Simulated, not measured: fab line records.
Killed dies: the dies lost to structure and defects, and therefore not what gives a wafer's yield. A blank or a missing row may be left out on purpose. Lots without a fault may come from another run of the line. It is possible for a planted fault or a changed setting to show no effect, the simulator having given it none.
fab line records    flow sky130
[record] lots = 14  wafers = 42  last-day = 51
route steps=708 shown GATE_OXIDE@198 PAD_OPEN@708
lots with no fault: from the same line, run without faults
start-h: start of the lot's first displayed wafer, in hours after the record's first day    wait-h: hours since the lot's step before    " identical to the entry in the row above    L1.1+2: several wafers, shown together as one row    - no value present, or no start provided    * or withheld: withheld    < > ~ a bound
route shown NAME@n: names a module that has steps shown in the file, with the first one's number in the route    usual: mean/standard deviation of fault-free wafers    same: alike in all rows    chamber/n: place in a boat    sites: per-site readings    _std_site: standard deviation across them    _edge_site: mean of outer sites minus mean of inner sites    radius-mm: how far each site lies from the wafer's centre    mask NAME#n: copy n    behind: tool/chamber where the wafer was last shaped    hold: what put the lot on hold/how long, in hours/how the hold closed    device: the transistor (n, p or np) that didn't switch    end of line: the route-end tests of the same wafers    a step given without rows: its recipe and nothing more    killed: dies lost to structure and defects at the first sort, not the wafer's yield    map: per-die view of a wafer (x killed, . not killed, _ where there is no die)
set.NAME: setting as actually run; set.NAME@STEP: the setting as run at that earlier step    model.NAME: the simulator's own value behind a step, which no gauge read
one table for each step of the route and one row for each wafer, over a sample of lots
services: when a tool's chamber went out of use (start-h, in hours from the record's first day, below 0 if earlier), for how many hours, and the reason
[[steps]]
[step SKY_GATE_OXIDE_IMPLANT_11]
[recipe] species = B  energy-kev = 10  dose-cm2 = 2.6e+12  tilt-deg = withheld
[usual] dose-ions-cm2 = 2.6e+12/3.3e+09  faraday-current-uA = 14.6/0.31
[same] implant-ion-amu = 11
lot.wafer  tool          chamber  start-h  wait-h  dose-ions-cm2  faraday-current-uA
L840.1     implanter-01  0        320.85   0.0     2.606e+12      14.5
L840.2     "             0        "        "       2.601e+12      14.3
L840.6     "             0        "        "       2.599e+12      14.6
L841.2     implanter-02  0        336.68   0.0     2.6e+12        14.4
L841.4     "             0        "        "       2.6e+12        14.8
L841.5     "             0        "        "       2.606e+12      14.1
L842.2     implanter-01  0        351.83   0.0     2.598e+12      14.5
L842.4     "             0        "        "       2.596e+12      15.2
L842.6     "             0        "        "       2.593e+12      15.2
L843.4     implanter-02  0        352.48   0.1     2.598e+12      13.7
L843.5     "             0        "        "       2.601e+12      14.7
L843.6     "             0        "        "       2.599e+12      14.7
L844.2     implanter-02  0        361.69   0.0     2.597e+12      14.6
L844.3     "             0        "        "       2.602e+12      14.8
L844.6     "             0        "        "       2.6e+12        14.8
L846.2     implanter-02  0        373.83   0.0     2.595e+12      14.7
L846.3     "             0        "        "       2.597e+12      14.8
L846.5     "             0        "        "       2.596e+12      15.0
L847.1     implanter-02  0        386.15   0.0     2.601e+12      15.0
L847.2     "             0        "        "       2.602e+12      14.1
L847.6     "             0        "        "       2.599e+12      14.7
L848.2     implanter-04  0        396.88   0.0     2.601e+12      14.8
L848.3     "             0        "        "       2.6e+12        14.7
L848.6     "             0        "        "       2.602e+12      14.5
L851.1     implanter-04  0        427.66   0.0     2.597e+12      14.3
L851.2     "             0        "        "       2.602e+12      14.7
L851.3     "             0        "        "       2.604e+12      14.8
L854.2     implanter-04  0        446.08   0.0     1.824e+12      10.3
L854.3     "             0        "        "       1.819e+12      10.2
L854.4     "             0        "        "       1.829e+12      10.4
L855.1     implanter-04  0        453.02   0.0     1.826e+12      10.2
L855.2     "             0        "        "       1.827e+12      10.5
L855.6     "             0        "        "       1.829e+12      10.4
L860.1     implanter-01  0        498.62   0.0     2.598e+12      14.6
L860.2     "             0        "        "       2.598e+12      14.7
L860.5     "             0        "        "       2.601e+12      14.4
L859.1     implanter-02  0        503.56   0.0     2.606e+12      14.4
L859.3     "             0        "        "       2.601e+12      15.1
L859.4     "             0        "        "       2.602e+12      14.4
L862.2     implanter-01  0        516.28   0.0     2.604e+12      15.3
L862.3     "             0        "        "       2.602e+12      14.7
L862.5     "             0        "        "       2.599e+12      15.2
[step SKY_GATE_OXIDE_TW_MEAS_14]
[usual] GATE_OXIDE_TW = 225.0/0.87
lot.wafer  tool           chamber  start-h  wait-h  GATE_OXIDE_TW
L840.1     film-metro-02  -        321.21   0.1     226.3
L840.2     "              -        "        "       226.0
L840.6     "              -        "        "       226.2
L841.2     film-metro-02  -        337.02   0.1     225.2
L841.4     "              -        "        "       225.8
L841.5     "              -        "        "       226.1
L842.2     film-metro-02  -        352.16   0.1     225.9
L842.4     "              -        "        "       224.3
L842.6     "              -        "        "       225.0
L843.4     film-metro-02  -        352.79   0.1     225.1
L843.5     "              -        "        "       222.5
L843.6     "              -        "        "       225.3
L844.2     film-metro-01  -        362.03   0.1     225.0
L844.3     "              -        "        "       224.3
L844.6     "              -        "        "       226.4
L846.2     film-metro-01  -        374.29   0.1     224.9
L846.3     "              -        "        "       224.8
L846.5     "              -        "        "       224.1
L847.1     film-metro-02  -        386.51   0.1     224.4
L847.2     "              -        "        "       225.0
L847.6     "              -        "        "       225.8
L848.2     film-metro-04  -        397.52   0.1     228.0
L848.3     "              -        "        "       227.1
L848.6     "              -        "        "       227.3
L851.1     film-metro-01  -        428.01   0.1     225.2
L851.2     "              -        "        "       224.2
L851.3     "              -        "        "       223.9
L854.2     film-metro-01  -        446.41   0.1     202.7
L854.3     "              -        "        "       202.6
L854.4     "              -        "        "       202.8
L855.1     film-metro-04  -        453.37   0.1     202.5
L855.2     "              -        "        "       204.0
L855.6     "              -        "        "       202.9
L860.1     film-metro-01  -        498.97   0.1     223.7
L860.2     "              -        "        "       225.6
L860.5     "              -        "        "       224.8
L859.1     film-metro-02  -        503.91   0.1     224.3
L859.3     "              -        "        "       224.4
L859.4     "              -        "        "       224.4
L862.2     film-metro-01  -        516.61   0.1     224.7
L862.3     "              -        "        "       225.7
L862.5     "              -        "        "       225.3
[step SKY_PAD_OPEN_PROBE_99]
[usual] killed_at_M0_to_M3 = 44/6.9  killed_at_M4_up = 3.1/1.7  killed-at-contacts = 25/5.6  killed-at-front-end = 14/4.3  killed-at-other = 0.3/0.51  killed-dies = 86/9.8  killed-open = 47/6.5  killed-short = 39/6.6
[same] gross-dies = 492  killed-at-back-side = 0
lot.wafer  tool       chamber  start-h  wait-h  killed_at_M0_to_M3  killed_at_M4_up  killed-at-contacts  killed-at-front-end  killed-at-other  killed-dies  killed-open  killed-short
L854.2     prober-01  -        1177.69  0.1     44                  2                22                  14                   0                82           52           30
// killed by level:class
L854.2 VIA1:geometric-particle:open=10 CONTACT:geometric-particle:open=9 VIA2:geometric-particle:open=8 VIA3:geometric-particle:open=8 LI_CONTACT:geometric-particle:open=6 FIELD_ISO:geometric-particle:open=5 METAL1:geometric-particle:short=5 VIA1:geometric-particle:short=4
[[services]]
tool          chamber  start-h  hours  kind
implanter-04  -        297.22   4.6    pm
implanter-01  -        301.48   14.5   repair
implanter-02  -        306.36   21.4   pm
implanter-04  -        315.84   6.4    repair
implanter-01  -        332.91   1.2    repair
implanter-02  -        353.94   1.9    repair
implanter-01  -        392.32   5.9    repair
implanter-02  -        396.61   4.5    pm
implanter-04  -        435.33   5.9    repair
implanter-01  -        464.00   5.0    repair
[[key]]
[first-sign] step = SKY_GATE_OXIDE_IMPLANT_11  reading = dose-ions-cm2  direction = down  sigmas = 99+  usual = *  struck = *
[effect] step = SKY_GATE_OXIDE_IMPLANT_11  reading = faraday-current-uA  direction = down  sigmas = 14  usual = 14.6  struck = 10.3
[effect] step = SKY_GATE_OXIDE_TW_MEAS_14  reading = GATE_OXIDE_TW  direction = down  sigmas = 25  usual = 225.0  struck = 202.9
met-at SKY_GATE_OXIDE_IMPLANT_11
struck-lots L854,L855
tester-left-out L854,L855
onset-between 427.66 446.08
[fault] kind = process-parameter-drift  tool = implanter-04  chamber = -  onset-h = 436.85  steps = SKY_GATE_OXIDE_IMPLANT_11  channel = dose-cm2  offset = *  shape = step  end-h = 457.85  acts-in = *  stated = *
// tester-left-out: of these lots the tester's yield and bins aren't shown, on N5 and GAA mostly nor the transistor test; their killed dies are dies lost to structure and defects alone, not to doping, threshold or leakage, so they don't give the yield
